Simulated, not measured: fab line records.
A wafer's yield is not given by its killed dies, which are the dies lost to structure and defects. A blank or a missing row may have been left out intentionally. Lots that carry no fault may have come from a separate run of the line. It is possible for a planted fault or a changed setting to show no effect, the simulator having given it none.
What tool caused it? ; flow sky130 ; Sampling: 6 lots, 18 wafers, 2 of 708 route steps

WHAT THE GAUGES SHOWED, per wafer
SKY_METAL5_RS_MEAS_05: the measuring method here is four-point-probe.
lot;measured;on;METAL5_ALCU_RS (ohm/sq)
L593;day 43 12:41;film-metro-02;0.0271 0.0268 0.0268
L595;day 44 09:00;film-metro-03;0.0271 0.0269 0.0272
L597;day 44 18:05;film-metro-04;0.0271 0.0275 0.0271
L599;day 45 07:10;film-metro-03;0.0272 0.0267 0.0273
L605;day 47 05:19;film-metro-04;0.0277 0.0271 0.0276
L613;day 48 18:01;film-metro-03;0.0269 0.0273 0.0270

EACH LOT AND THE TOOL THAT RAN IT (in order: tool; ch and the chambers of the sampled wafers; start)
lot;SKY_CONTACT_CMP_04
L593;cmp-02 ch 1,3, day 30 23:31
L595;cmp-02 ch 0,1, day 32 07:31
L597;cmp-02 ch 1,2,3, day 32 15:23
L599;cmp-02 ch 0,1,2, day 33 06:59
L605;cmp-02 ch 0,1,3, day 35 16:02
L613;cmp-01 ch 0,1,3, day 37 13:39
- SKY_CONTACT_CMP_04: polishes SiO2.

THE ANSWER, worked out from the rows above alone
Rule: the usual values come from the lots themselves. The widest of any qualifying gaps counts: lots, ordered by their means at a reading, are off when they make up no more than a third of the lots, leave a main group of 4 or more, and stand apart from it by 3 or more times the standard deviation of that group's means. A main group is skipped when, at the precision printed for the reading in the tables above, its means are all equal. Also off: a lot with no number at a reading for which 4 or more lots have one. Any other lot the step has rows for is counted as sound.
No lot is off on any of the readings shown, so nothing can be concluded from this.

WHAT WAS PUT IN BY THE SIMULATOR
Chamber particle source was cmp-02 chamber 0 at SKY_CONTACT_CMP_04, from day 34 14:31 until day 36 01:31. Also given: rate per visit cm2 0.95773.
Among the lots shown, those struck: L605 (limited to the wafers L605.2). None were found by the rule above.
